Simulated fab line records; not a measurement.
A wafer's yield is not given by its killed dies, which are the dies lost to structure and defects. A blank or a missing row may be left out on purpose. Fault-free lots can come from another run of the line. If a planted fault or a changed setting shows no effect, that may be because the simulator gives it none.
fab line records / flow sky130
record lots=14 wafers=42 lastDay=50
route steps=708 shown LDD_P@266 LDD_LDN@296 SD_P@329 SD_N@356 PAD_OPEN@708
lots untouched by any fault: they come from a run of this same line in which no faults occurred
startH: the number of hours between the record's first day and the start of the first shown wafer of the lot / waitH: time in hours since the lot's previous step / " as in the row above / L1.1+2: a single row standing in for several wafers / - value missing, or start not given / * or withheld: withheld / < > ~ a bound
route shown NAME@n: names a module that has steps shown in the file, with the first one's number in the route / usual: mean/standard deviation taken from wafers without a fault / same: alike in all rows / chamber/n: place in a boat / sites: per-site readings / _std_site: the standard deviation of these / _edge_site: the outer-site mean with the inner-site mean subtracted / radiusMm: for every site, how far away it sits from the centre of the wafer / mask NAME#n: copy n / behind: the tool/chamber that last shaped the wafer / hold: cause of the lot's hold/its duration in hours/its outcome / device: which transistor (n, p or np) failed to switch / end of line: at the end of the route, the tests of the same wafers / a step given without rows: its recipe and nothing more / killed: the dies lost at the first sort to structure and to defects; this is not the yield of the wafer / map: shows each die of a wafer: x if killed, . if not, _ if none is there
set.NAME: the setting that was run; set.NAME@STEP: the one run at that earlier step / model.NAME: the simulator's own value behind a step, which no gauge read
a sample of lots followed through the steps of the route, with each step as a table and each wafer as a row
services: the hour from which a tool's chamber was out of use, counted from the record's first day as startH (under 0 if before that day), plus the number of hours and why
## steps
# step SKY_LDD_P_TW_MEAS_11
# usual LDD_P_TW=635/6.2
lot.wafer=L106.1 tool=filmMetro-04 chamber=- startH=432.09 waitH=0.1 LDD_P_TW=638
lot.wafer=L106.4 tool=filmMetro-04 chamber=- startH=432.09 waitH=0.1 LDD_P_TW=634
lot.wafer=L106.6 tool=filmMetro-04 chamber=- startH=432.09 waitH=0.1 LDD_P_TW=634
lot.wafer=L107.2 tool=filmMetro-04 chamber=- startH=440.89 waitH=0.1 LDD_P_TW=636
lot.wafer=L107.5 tool=filmMetro-04 chamber=- startH=440.89 waitH=0.1 LDD_P_TW=635
lot.wafer=L107.6 tool=filmMetro-04 chamber=- startH=440.89 waitH=0.1 LDD_P_TW=638
lot.wafer=L108.2 tool=filmMetro-04 chamber=- startH=442.05 waitH=0.1 LDD_P_TW=633
lot.wafer=L108.4 tool=filmMetro-04 chamber=- startH=442.05 waitH=0.1 LDD_P_TW=637
lot.wafer=L108.5 tool=filmMetro-04 chamber=- startH=442.05 waitH=0.1 LDD_P_TW=637
lot.wafer=L109.2 tool=filmMetro-04 chamber=- startH=459.76 waitH=0.1 LDD_P_TW=639
lot.wafer=L109.4 tool=filmMetro-04 chamber=- startH=459.76 waitH=0.1 LDD_P_TW=637
lot.wafer=L109.6 tool=filmMetro-04 chamber=- startH=459.76 waitH=0.1 LDD_P_TW=636
lot.wafer=L111.3 tool=filmMetro-02 chamber=- startH=493.06 waitH=0.1 LDD_P_TW=629
lot.wafer=L111.4 tool=filmMetro-02 chamber=- startH=493.06 waitH=0.1 LDD_P_TW=628
lot.wafer=L111.5 tool=filmMetro-02 chamber=- startH=493.06 waitH=0.1 LDD_P_TW=633
lot.wafer=L112.1 tool=filmMetro-03 chamber=- startH=496.49 waitH=0.1 LDD_P_TW=635
lot.wafer=L112.5 tool=filmMetro-03 chamber=- startH=496.49 waitH=0.1 LDD_P_TW=635
lot.wafer=L112.6 tool=filmMetro-03 chamber=- startH=496.49 waitH=0.1 LDD_P_TW=630
lot.wafer=L113.2 tool=filmMetro-04 chamber=- startH=506.34 waitH=0.1 LDD_P_TW=644
lot.wafer=L113.3 tool=filmMetro-04 chamber=- startH=506.34 waitH=0.1 LDD_P_TW=648
lot.wafer=L113.5 tool=filmMetro-04 chamber=- startH=506.34 waitH=0.1 LDD_P_TW=643
lot.wafer=L122.2 tool=filmMetro-02 chamber=- startH=572.60 waitH=0.1 LDD_P_TW=632
lot.wafer=L122.3 tool=filmMetro-02 chamber=- startH=572.60 waitH=0.1 LDD_P_TW=633
lot.wafer=L122.5 tool=filmMetro-02 chamber=- startH=572.60 waitH=0.1 LDD_P_TW=629
lot.wafer=L123.1 tool=filmMetro-03 chamber=- startH=580.18 waitH=0.1 LDD_P_TW=634
lot.wafer=L123.3 tool=filmMetro-03 chamber=- startH=580.18 waitH=0.1 LDD_P_TW=634
lot.wafer=L123.5 tool=filmMetro-03 chamber=- startH=580.18 waitH=0.1 LDD_P_TW=632
lot.wafer=L124.4 tool=filmMetro-03 chamber=- startH=591.77 waitH=0.1 LDD_P_TW=631
lot.wafer=L124.5 tool=filmMetro-03 chamber=- startH=591.77 waitH=0.1 LDD_P_TW=634
lot.wafer=L124.6 tool=filmMetro-03 chamber=- startH=591.77 waitH=0.1 LDD_P_TW=632
lot.wafer=L125.3 tool=filmMetro-03 chamber=- startH=600.21 waitH=0.1 LDD_P_TW=630
lot.wafer=L125.5 tool=filmMetro-03 chamber=- startH=600.21 waitH=0.1 LDD_P_TW=628
lot.wafer=L125.6 tool=filmMetro-03 chamber=- startH=600.21 waitH=0.1 LDD_P_TW=627
lot.wafer=L126.1 tool=filmMetro-02 chamber=- startH=601.39 waitH=0.1 LDD_P_TW=630
lot.wafer=L126.2 tool=filmMetro-02 chamber=- startH=601.39 waitH=0.1 LDD_P_TW=636
lot.wafer=L126.6 tool=filmMetro-02 chamber=- startH=601.39 waitH=0.1 LDD_P_TW=633
lot.wafer=L127.2 tool=filmMetro-04 chamber=- startH=628.05 waitH=0.1 LDD_P_TW=644
lot.wafer=L127.4 tool=filmMetro-04 chamber=- startH=628.05 waitH=0.1 LDD_P_TW=642
lot.wafer=L127.5 tool=filmMetro-04 chamber=- startH=628.05 waitH=0.1 LDD_P_TW=645
lot.wafer=L129.3 tool=filmMetro-04 chamber=- startH=631.45 waitH=0.1 LDD_P_TW=642
lot.wafer=L129.5 tool=filmMetro-04 chamber=- startH=631.45 waitH=0.1 LDD_P_TW=645
lot.wafer=L129.6 tool=filmMetro-04 chamber=- startH=631.45 waitH=0.1 LDD_P_TW=643
# step SKY_LDD_LDN_OVL_MEAS_07
# usual LDD_LDN_OVL=-1.2/1.3
lot.wafer=L106.1 tool=overlay-02 chamber=- startH=523.93 waitH=0.1 LDD_LDN_OVL[nm]=-2.5
lot.wafer=L106.4 tool=overlay-02 chamber=- startH=523.93 waitH=0.1 LDD_LDN_OVL[nm]=-1.7
lot.wafer=L106.6 tool=overlay-02 chamber=- startH=523.93 waitH=0.1 LDD_LDN_OVL[nm]=-3.5
lot.wafer=L107.2 tool=overlay-01 chamber=- startH=531.21 waitH=0.1 LDD_LDN_OVL[nm]=-2.8
lot.wafer=L107.5 tool=overlay-01 chamber=- startH=531.21 waitH=0.1 LDD_LDN_OVL[nm]=-1.7
lot.wafer=L107.6 tool=overlay-01 chamber=- startH=531.21 waitH=0.1 LDD_LDN_OVL[nm]=-1.9
lot.wafer=L108.2 tool=overlay-02 chamber=- startH=532.11 waitH=0.1 LDD_LDN_OVL[nm]=-3.1
lot.wafer=L108.4 tool=overlay-02 chamber=- startH=532.11 waitH=0.1 LDD_LDN_OVL[nm]=-2.5
lot.wafer=L108.5 tool=overlay-02 chamber=- startH=532.11 waitH=0.1 LDD_LDN_OVL[nm]=-2.9
lot.wafer=L109.2 tool=overlay-01 chamber=- startH=549.01 waitH=0.1 LDD_LDN_OVL[nm]=-0.7
lot.wafer=L109.4 tool=overlay-01 chamber=- startH=549.01 waitH=0.1 LDD_LDN_OVL[nm]=-1.3
lot.wafer=L109.6 tool=overlay-01 chamber=- startH=549.01 waitH=0.1 LDD_LDN_OVL[nm]=-1.2
lot.wafer=L111.3 tool=overlay-01 chamber=- startH=582.55 waitH=0.1 LDD_LDN_OVL[nm]=-1.4
lot.wafer=L111.4 tool=overlay-01 chamber=- startH=582.55 waitH=0.1 LDD_LDN_OVL[nm]=-1.2
lot.wafer=L111.5 tool=overlay-01 chamber=- startH=582.55 waitH=0.1 LDD_LDN_OVL[nm]=-3.0
lot.wafer=L112.1 tool=overlay-01 chamber=- startH=584.94 waitH=0.1 LDD_LDN_OVL[nm]=0.6
lot.wafer=L112.5 tool=overlay-01 chamber=- startH=584.94 waitH=0.1 LDD_LDN_OVL[nm]=-2.0
lot.wafer=L112.6 tool=overlay-01 chamber=- startH=584.94 waitH=0.1 LDD_LDN_OVL[nm]=-0.5
lot.wafer=L113.2 tool=overlay-01 chamber=- startH=595.06 waitH=0.1 LDD_LDN_OVL[nm]=-1.7
lot.wafer=L113.3 tool=overlay-01 chamber=- startH=595.06 waitH=0.1 LDD_LDN_OVL[nm]=-0.3
lot.wafer=L113.5 tool=overlay-01 chamber=- startH=595.06 waitH=0.1 LDD_LDN_OVL[nm]=-1.0
lot.wafer=L122.2 tool=overlay-01 chamber=- startH=658.64 waitH=0.1 LDD_LDN_OVL[nm]=-0.6
lot.wafer=L122.3 tool=overlay-01 chamber=- startH=658.64 waitH=0.1 LDD_LDN_OVL[nm]=-1.7
lot.wafer=L122.5 tool=overlay-01 chamber=- startH=658.64 waitH=0.1 LDD_LDN_OVL[nm]=-1.9
lot.wafer=L123.1 tool=overlay-01 chamber=- startH=667.16 waitH=0.1 LDD_LDN_OVL[nm]=-1.7
lot.wafer=L123.3 tool=overlay-01 chamber=- startH=667.16 waitH=0.1 LDD_LDN_OVL[nm]=0.7
lot.wafer=L123.5 tool=overlay-01 chamber=- startH=667.16 waitH=0.1 LDD_LDN_OVL[nm]=-1.2
lot.wafer=L124.4 tool=overlay-02 chamber=- startH=678.87 waitH=0.1 LDD_LDN_OVL[nm]=-1.7
lot.wafer=L124.5 tool=overlay-02 chamber=- startH=678.87 waitH=0.1 LDD_LDN_OVL[nm]=-0.3
lot.wafer=L124.6 tool=overlay-02 chamber=- startH=678.87 waitH=0.1 LDD_LDN_OVL[nm]=0.4
lot.wafer=L125.3 tool=overlay-01 chamber=- startH=685.99 waitH=0.1 LDD_LDN_OVL[nm]=0.0
lot.wafer=L125.5 tool=overlay-01 chamber=- startH=685.99 waitH=0.1 LDD_LDN_OVL[nm]=0.4
lot.wafer=L125.6 tool=overlay-01 chamber=- startH=685.99 waitH=0.1 LDD_LDN_OVL[nm]=2.4
lot.wafer=L126.1 tool=overlay-01 chamber=- startH=687.28 waitH=0.1 LDD_LDN_OVL[nm]=-3.1
lot.wafer=L126.2 tool=overlay-01 chamber=- startH=687.28 waitH=0.1 LDD_LDN_OVL[nm]=-0.4
lot.wafer=L126.6 tool=overlay-01 chamber=- startH=687.28 waitH=0.1 LDD_LDN_OVL[nm]=0.1
lot.wafer=L127.2 tool=overlay-02 chamber=- startH=713.98 waitH=0.1 LDD_LDN_OVL[nm]=-1.2
lot.wafer=L127.4 tool=overlay-02 chamber=- startH=713.98 waitH=0.1 LDD_LDN_OVL[nm]=-2.8
lot.wafer=L127.5 tool=overlay-02 chamber=- startH=713.98 waitH=0.1 LDD_LDN_OVL[nm]=-0.5
lot.wafer=L129.3 tool=overlay-02 chamber=- startH=717.67 waitH=0.1 LDD_LDN_OVL[nm]=-2.0
lot.wafer=L129.5 tool=overlay-02 chamber=- startH=717.67 waitH=0.1 LDD_LDN_OVL[nm]=-3.5
lot.wafer=L129.6 tool=overlay-02 chamber=- startH=717.67 waitH=0.1 LDD_LDN_OVL[nm]=-2.7
# step SKY_SD_P_IMPLANT_09
# recipe species=BF2 energyKev=20 doseCm2=3e+15 tiltDeg=0
# usual doseIonsCm2=2.999e+15/3.1e+12
lot.wafer=L106.1 tool=implanter-02 chamber=0 startH=585.76 waitH=0.0 doseIonsCm2=2.998e+15
lot.wafer=L106.4 tool=implanter-02 chamber=0 startH=585.76 waitH=0.0 doseIonsCm2=2.998e+15
lot.wafer=L106.6 tool=implanter-02 chamber=0 startH=585.76 waitH=0.0 doseIonsCm2=2.999e+15
lot.wafer=L107.2 tool=implanter-04 chamber=0 startH=593.48 waitH=0.0 doseIonsCm2=3.005e+15
lot.wafer=L107.5 tool=implanter-04 chamber=0 startH=593.48 waitH=0.0 doseIonsCm2=3.005e+15
lot.wafer=L107.6 tool=implanter-04 chamber=0 startH=593.48 waitH=0.0 doseIonsCm2=2.997e+15
lot.wafer=L108.2 tool=implanter-02 chamber=0 startH=593.67 waitH=0.0 doseIonsCm2=2.999e+15
lot.wafer=L108.4 tool=implanter-02 chamber=0 startH=593.67 waitH=0.0 doseIonsCm2=2.999e+15
lot.wafer=L108.5 tool=implanter-02 chamber=0 startH=593.67 waitH=0.0 doseIonsCm2=2.998e+15
lot.wafer=L109.2 tool=implanter-04 chamber=0 startH=610.22 waitH=0.0 doseIonsCm2=3.001e+15
lot.wafer=L109.4 tool=implanter-04 chamber=0 startH=610.22 waitH=0.0 doseIonsCm2=3.001e+15
lot.wafer=L109.6 tool=implanter-04 chamber=0 startH=610.22 waitH=0.0 doseIonsCm2=3e+15
lot.wafer=L112.1 tool=implanter-04 chamber=0 startH=646.00 waitH=0.0 doseIonsCm2=3.075e+15
lot.wafer=L112.5 tool=implanter-04 chamber=0 startH=646.00 waitH=0.0 doseIonsCm2=3.073e+15
lot.wafer=L112.6 tool=implanter-04 chamber=0 startH=646.00 waitH=0.0 doseIonsCm2=3.074e+15
lot.wafer=L111.3 tool=implanter-04 chamber=0 startH=648.61 waitH=0.1 doseIonsCm2=3.08e+15
lot.wafer=L111.4 tool=implanter-04 chamber=0 startH=648.61 waitH=0.1 doseIonsCm2=3.073e+15
lot.wafer=L111.5 tool=implanter-04 chamber=0 startH=648.61 waitH=0.1 doseIonsCm2=3.074e+15
lot.wafer=L113.2 tool=implanter-04 chamber=0 startH=656.09 waitH=0.0 doseIonsCm2=3.079e+15
lot.wafer=L113.3 tool=implanter-04 chamber=0 startH=656.09 waitH=0.0 doseIonsCm2=3.078e+15
lot.wafer=L113.5 tool=implanter-04 chamber=0 startH=656.09 waitH=0.0 doseIonsCm2=3.079e+15
lot.wafer=L122.2 tool=implanter-04 chamber=0 startH=717.52 waitH=0.0 doseIonsCm2=2.997e+15
lot.wafer=L122.3 tool=implanter-04 chamber=0 startH=717.52 waitH=0.0 doseIonsCm2=3.001e+15
lot.wafer=L122.5 tool=implanter-04 chamber=0 startH=717.52 waitH=0.0 doseIonsCm2=3.002e+15
lot.wafer=L123.1 tool=implanter-02 chamber=0 startH=725.91 waitH=0.0 doseIonsCm2=3.001e+15
lot.wafer=L123.3 tool=implanter-02 chamber=0 startH=725.91 waitH=0.0 doseIonsCm2=3.002e+15
lot.wafer=L123.5 tool=implanter-02 chamber=0 startH=725.91 waitH=0.0 doseIonsCm2=3e+15
lot.wafer=L124.4 tool=implanter-02 chamber=0 startH=737.63 waitH=0.1 doseIonsCm2=2.999e+15
lot.wafer=L124.5 tool=implanter-02 chamber=0 startH=737.63 waitH=0.1 doseIonsCm2=2.997e+15
lot.wafer=L124.6 tool=implanter-02 chamber=0 startH=737.63 waitH=0.1 doseIonsCm2=3.003e+15
lot.wafer=L126.1 tool=implanter-04 chamber=0 startH=750.20 waitH=0.0 doseIonsCm2=3e+15
lot.wafer=L126.2 tool=implanter-04 chamber=0 startH=750.20 waitH=0.0 doseIonsCm2=3.002e+15
lot.wafer=L126.6 tool=implanter-04 chamber=0 startH=750.20 waitH=0.0 doseIonsCm2=3e+15
lot.wafer=L125.3 tool=implanter-01 chamber=0 startH=750.60 waitH=0.1 doseIonsCm2=3.005e+15
lot.wafer=L125.5 tool=implanter-01 chamber=0 startH=750.60 waitH=0.1 doseIonsCm2=3.001e+15
lot.wafer=L125.6 tool=implanter-01 chamber=0 startH=750.60 waitH=0.1 doseIonsCm2=3e+15
lot.wafer=L127.2 tool=implanter-04 chamber=0 startH=773.14 waitH=0.0 doseIonsCm2=3.004e+15
lot.wafer=L127.4 tool=implanter-04 chamber=0 startH=773.14 waitH=0.0 doseIonsCm2=3.004e+15
lot.wafer=L127.5 tool=implanter-04 chamber=0 startH=773.14 waitH=0.0 doseIonsCm2=3.001e+15
lot.wafer=L129.3 tool=implanter-02 chamber=0 startH=774.56 waitH=0.1 doseIonsCm2=2.994e+15
lot.wafer=L129.5 tool=implanter-02 chamber=0 startH=774.56 waitH=0.1 doseIonsCm2=2.997e+15
lot.wafer=L129.6 tool=implanter-02 chamber=0 startH=774.56 waitH=0.1 doseIonsCm2=2.997e+15
# step SKY_SD_N_RTA_14
# recipe tempC=1075 timeS=2 idleTempC=650 rampUpCPerS=150 rampDownCPerS=90 ambient=N2
# usual lampPowerPct=15.73/0.054 wafer_temp_C_max=1078.1/1.4
# same timeS=2
lot.wafer=L106.1 tool=rtpAnneal-02 chamber=0 startH=644.54 waitH=0.0 lampPowerPct=15.78 wafer_temp_C_max=1078.4
lot.wafer=L106.4 tool=rtpAnneal-02 chamber=0 startH=644.54 waitH=0.0 lampPowerPct=15.63 wafer_temp_C_max=1077.1
lot.wafer=L106.6 tool=rtpAnneal-02 chamber=0 startH=644.54 waitH=0.0 lampPowerPct=15.76 wafer_temp_C_max=1077.4
lot.wafer=L107.2 tool=rtpAnneal-01 chamber=0 startH=652.56 waitH=0.0 lampPowerPct=15.77 wafer_temp_C_max=1078.5
lot.wafer=L107.5 tool=rtpAnneal-01 chamber=0 startH=652.56 waitH=0.0 lampPowerPct=15.73 wafer_temp_C_max=1077.8
lot.wafer=L107.6 tool=rtpAnneal-01 chamber=0 startH=652.56 waitH=0.0 lampPowerPct=15.74 wafer_temp_C_max=1078.0
lot.wafer=L108.2 tool=rtpAnneal-02 chamber=0 startH=652.85 waitH=0.0 lampPowerPct=15.64 wafer_temp_C_max=1077.9
lot.wafer=L108.4 tool=rtpAnneal-02 chamber=0 startH=652.85 waitH=0.0 lampPowerPct=15.78 wafer_temp_C_max=1077.5
lot.wafer=L108.5 tool=rtpAnneal-02 chamber=0 startH=652.85 waitH=0.0 lampPowerPct=15.69 wafer_temp_C_max=1075.4
lot.wafer=L109.2 tool=rtpAnneal-01 chamber=0 startH=668.13 waitH=0.0 lampPowerPct=15.74 wafer_temp_C_max=1077.0
lot.wafer=L109.4 tool=rtpAnneal-01 chamber=0 startH=668.13 waitH=0.0 lampPowerPct=15.72 wafer_temp_C_max=1077.4
lot.wafer=L109.6 tool=rtpAnneal-01 chamber=0 startH=668.13 waitH=0.0 lampPowerPct=15.66 wafer_temp_C_max=1077.5
lot.wafer=L112.1 tool=rtpAnneal-02 chamber=0 startH=704.58 waitH=0.0 lampPowerPct=15.75 wafer_temp_C_max=1077.8
lot.wafer=L112.5 tool=rtpAnneal-02 chamber=0 startH=704.58 waitH=0.0 lampPowerPct=15.67 wafer_temp_C_max=1079.2
lot.wafer=L112.6 tool=rtpAnneal-02 chamber=0 startH=704.58 waitH=0.0 lampPowerPct=15.73 wafer_temp_C_max=1078.0
lot.wafer=L111.3 tool=rtpAnneal-01 chamber=0 startH=706.61 waitH=0.0 lampPowerPct=15.81 wafer_temp_C_max=1076.8
lot.wafer=L111.4 tool=rtpAnneal-01 chamber=0 startH=706.61 waitH=0.0 lampPowerPct=15.78 wafer_temp_C_max=1077.0
lot.wafer=L111.5 tool=rtpAnneal-01 chamber=0 startH=706.61 waitH=0.0 lampPowerPct=15.74 wafer_temp_C_max=1076.5
lot.wafer=L113.2 tool=rtpAnneal-01 chamber=0 startH=712.62 waitH=0.0 lampPowerPct=15.73 wafer_temp_C_max=1078.7
lot.wafer=L113.3 tool=rtpAnneal-01 chamber=0 startH=712.62 waitH=0.0 lampPowerPct=15.86 wafer_temp_C_max=1079.0
lot.wafer=L113.5 tool=rtpAnneal-01 chamber=0 startH=712.62 waitH=0.0 lampPowerPct=15.84 wafer_temp_C_max=1076.9
lot.wafer=L122.2 tool=rtpAnneal-02 chamber=0 startH=774.36 waitH=0.0 lampPowerPct=15.73 wafer_temp_C_max=1079.0
lot.wafer=L122.3 tool=rtpAnneal-02 chamber=0 startH=774.36 waitH=0.0 lampPowerPct=15.77 wafer_temp_C_max=1078.6
lot.wafer=L122.5 tool=rtpAnneal-02 chamber=0 startH=774.36 waitH=0.0 lampPowerPct=15.78 wafer_temp_C_max=1077.2
lot.wafer=L123.1 tool=rtpAnneal-01 chamber=0 startH=781.60 waitH=0.0 lampPowerPct=15.66 wafer_temp_C_max=1077.2
lot.wafer=L123.3 tool=rtpAnneal-01 chamber=0 startH=781.60 waitH=0.0 lampPowerPct=15.74 wafer_temp_C_max=1081.3
lot.wafer=L123.5 tool=rtpAnneal-01 chamber=0 startH=781.60 waitH=0.0 lampPowerPct=15.83 wafer_temp_C_max=1079.8
lot.wafer=L124.4 tool=rtpAnneal-02 chamber=0 startH=792.92 waitH=0.0 lampPowerPct=15.68 wafer_temp_C_max=1077.3
lot.wafer=L124.5 tool=rtpAnneal-02 chamber=0 startH=792.92 waitH=0.0 lampPowerPct=15.73 wafer_temp_C_max=1077.3
lot.wafer=L124.6 tool=rtpAnneal-02 chamber=0 startH=792.92 waitH=0.0 lampPowerPct=15.79 wafer_temp_C_max=1079.9
lot.wafer=L126.1 tool=rtpAnneal-01 chamber=0 startH=804.96 waitH=0.0 lampPowerPct=15.72 wafer_temp_C_max=1079.1
lot.wafer=L126.2 tool=rtpAnneal-01 chamber=0 startH=804.96 waitH=0.0 lampPowerPct=15.79 wafer_temp_C_max=1077.5
lot.wafer=L126.6 tool=rtpAnneal-01 chamber=0 startH=804.96 waitH=0.0 lampPowerPct=15.76 wafer_temp_C_max=1078.1
lot.wafer=L125.3 tool=rtpAnneal-02 chamber=0 startH=805.27 waitH=0.0 lampPowerPct=15.80 wafer_temp_C_max=1078.3
lot.wafer=L125.5 tool=rtpAnneal-02 chamber=0 startH=805.27 waitH=0.0 lampPowerPct=15.73 wafer_temp_C_max=1078.3
lot.wafer=L125.6 tool=rtpAnneal-02 chamber=0 startH=805.27 waitH=0.0 lampPowerPct=15.68 wafer_temp_C_max=1078.6
lot.wafer=L127.2 tool=rtpAnneal-01 chamber=0 startH=825.92 waitH=0.0 lampPowerPct=15.72 wafer_temp_C_max=1076.9
lot.wafer=L127.4 tool=rtpAnneal-01 chamber=0 startH=825.92 waitH=0.0 lampPowerPct=15.75 wafer_temp_C_max=1076.6
lot.wafer=L127.5 tool=rtpAnneal-01 chamber=0 startH=825.92 waitH=0.0 lampPowerPct=15.73 wafer_temp_C_max=1081.7
lot.wafer=L129.3 tool=rtpAnneal-01 chamber=0 startH=827.26 waitH=0.0 lampPowerPct=15.65 wafer_temp_C_max=1079.9
lot.wafer=L129.5 tool=rtpAnneal-01 chamber=0 startH=827.26 waitH=0.0 lampPowerPct=15.70 wafer_temp_C_max=1075.7
lot.wafer=L129.6 tool=rtpAnneal-01 chamber=0 startH=827.26 waitH=0.0 lampPowerPct=15.76 wafer_temp_C_max=1077.9
# step SKY_PAD_OPEN_PROBE_99
# usual killed_at_M0_to_M3=42/7.4 killed_at_M4_up=3.3/2.1 killedAtContacts=24/5.3 killedAtFrontEnd=15/4.5 killedAtOther=0.3/0.57 killedDies=84/10 killedOpen=46/7.5 killedShort=38/6.4
# same grossDies=492 killedAtBackSide=0
lot.wafer=L111.3 tool=prober-01 chamber=- startH=1119.04 waitH=0.2 killed_at_M0_to_M3=38 killed_at_M4_up=4 killedAtContacts=30 killedAtFrontEnd=13 killedAtOther=0 killedDies=85 killedOpen=42 killedShort=43
lot.wafer=L111.4 tool=prober-01 chamber=- startH=1119.09 waitH=0.2 killed_at_M0_to_M3=50 killed_at_M4_up=7 killedAtContacts=22 killedAtFrontEnd=12 killedAtOther=0 killedDies=91 killedOpen=43 killedShort=48
lot.wafer=L111.5 tool=prober-01 chamber=- startH=1119.14 waitH=0.2 killed_at_M0_to_M3=46 killed_at_M4_up=3 killedAtContacts=19 killedAtFrontEnd=20 killedAtOther=0 killedDies=88 killedOpen=41 killedShort=47
# killed by level:class
L111.3 CONTACT:geometricParticle:open=13 METAL2:geometricParticle:short=8 LI_CONTACT:geometricParticle:open=7 VIA1:geometricParticle:short=6 VIA1:geometricParticle:open=5 CONTACT:geometricParticle:short=5 VIA3:geometricParticle:open=5 METAL1:geometricParticle:short=4
L111.4 VIA1:geometricParticle:open=11 METAL2:geometricParticle:short=9 VIA2:geometricParticle:open=8 VIA3:geometricParticle:open=6 METAL4:geometricParticle:short=6 LI_CONTACT:geometricParticle:short=5 LI_CONTACT:geometricParticle:open=5 METAL1:geometricParticle:short=5
L111.5 METAL2:geometricParticle:short=10 METAL1:geometricParticle:short=9 LI_CONTACT:geometricParticle:open=7 VIA2:geometricParticle:open=7 VIA3:geometricParticle:open=5 FIELD_ISO:geometricParticle:short=4 SPACER:geometricParticle:open=4 CONTACT:geometricParticle:open=4
## services
tool=implanter-02 chamber=- startH=620.08 hours=9.0 kind=repair
tool=implanter-04 chamber=- startH=669.11 hours=4.3 kind=repair
tool=implanter-04 chamber=- startH=750.41 hours=3.5 kind=pm
tool=implanter-01 chamber=- startH=760.88 hours=26.1 kind=repair
tool=implanter-01 chamber=- startH=778.71 hours=2.2 kind=repair
tool=implanter-02 chamber=- startH=783.36 hours=3.1 kind=pm
tool=implanter-01 chamber=- startH=799.98 hours=5.5 kind=repair
tool=implanter-01 chamber=- startH=804.16 hours=4.4 kind=repair
tool=implanter-02 chamber=- startH=807.57 hours=2.7 kind=repair
tool=implanter-01 chamber=- startH=813.21 hours=4.0 kind=pm
## key
firstSign step=SKY_SD_P_IMPLANT_09 reading=doseIonsCm2 direction=up sigmas=25 usual=* struck=*
effect none on later readings
metAt SKY_SD_P_IMPLANT_09
struckLots L111,L112,L113
testerLeftOut L111,L112,L113
notActingAt SKY_LDD_P_TW_MEAS_11,SKY_LDD_LDN_OVL_MEAS_07,SKY_SD_N_RTA_14
onsetBetween 610.22 646.00
fault kind=processParameterDrift tool=implanter-04 chamber=- onsetH=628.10 steps=SKY_SD_P_IMPLANT_09 channel=doseCm2 offset=* shape=step endH=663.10 actsIn=* stated=*
# testerLeftOut: of these lots the tester's yield and bins aren't shown, on N5 and GAA mostly nor the transistor test; their killed dies are dies lost to structure and defects alone, not to doping, threshold or leakage, so they don't give the yield
